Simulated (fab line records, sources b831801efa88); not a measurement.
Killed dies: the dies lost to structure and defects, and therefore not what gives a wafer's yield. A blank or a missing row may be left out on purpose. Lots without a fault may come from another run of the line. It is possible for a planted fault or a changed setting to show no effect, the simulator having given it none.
Comparing a struck lot with a sound one	flow sky130	14 out of 708 route steps
Sound: the wafers L884.1, L884.2, L884.3. Wafers struck: L889.1, L889.3, L889.4. The cause is named last.
Order at every step that has rows: each side's tool, ch and its chambers, its first start. Under that, the readings that differ: sound wafers	struck wafers	difference of the means	sigmas: that difference in standard deviations of wafers without a fault.
alike: readings with means less than 2 such deviations apart, plus words and numbers identical on both sides. not compared: withheld readings, readings lacking a value on some wafer, bounds such as >300 that could conceal the same value, and numbers that have no deviation in the record and whose values overlap.
Wherever a step has rows on one side only, a row that says differs or no value, or a row with sigmas, the two part there. Numbers that don't overlap but have no deviation are shown without sigmas and don't part them. A reading missing from all wafers of one side parts the sides only when that side holds two or more wafers.

first, 2 steps without rows for these wafers: SKY_NWELL_PEB_08; SKY_NWELL_DEVELOP_09 (develop time 60 s).
SKY_NWELL_OVL_MEAS_10:
  sound: overlay-02 at day 5 11:07; struck: overlay-02 at day 6 16:49
reading	sound	struck	difference	sigmas
NWELL_00_OVL (nm)	-2.7 -2.1 -5.6	0.1 -0.9 0.3	+3.3	+3
then, 3 steps without rows for these wafers: SKY_NWELL_IMPLANT_11; SKY_NWELL_IMPLANT_12; SKY_NWELL_IMPLANT_13.
SKY_NWELL_STRIP_14: strips in O2/N2.
  sound on plasma asher-01 ch 0,1, day 5 11:36; struck on plasma asher-02 ch 0,1, day 6 17:18
  alike: drypump motor current A, oes product au, strip time to endpoint s
  not compared: rf hours counter h
SKY_NWELL_TW_MEAS_15:
  sound: film metro-03 at day 5 11:42; struck: film metro-03 at day 6 17:24
  alike: NWELL_TW
then, 4 steps without rows for these wafers: SKY_NWELL_DEHYDRATE_16 (time 60 s); SKY_NWELL_HMDS_17 (prime time 60 s); SKY_NWELL_COAT_18 (resist thk 3000 nm); SKY_NWELL_SOFTBAKE_19.
SKY_NWELL_EXPOSE_20: exposes mask NWM COMPLEMENT, target cd 840 nm.
  sound on iline stepper-01 ch 0, day 5 20:41; struck on iline stepper-01, day 7 03:45
  no value came back on the struck wafers for exposure dose mJ cm2, focus offset nm (nm); on the sound wafers exposure dose mJ cm2 reads 259.68 259.72 260.11
reading	sound	struck	difference	sigmas
model.NWELL.overlay x nm (nm)	-1.07 -1.07 -1.07	1.135 1.135 1.135	+2.205	
  alike: mask
following that, these wafers have no rows for 1 step: SKY_NWELL_PEB_21.

== WHERE THEY PART ==
First at SKY_NWELL_OVL_MEAS_10; last, within this record, at SKY_NWELL_EXPOSE_20.

WHY: the cause the simulator had injected
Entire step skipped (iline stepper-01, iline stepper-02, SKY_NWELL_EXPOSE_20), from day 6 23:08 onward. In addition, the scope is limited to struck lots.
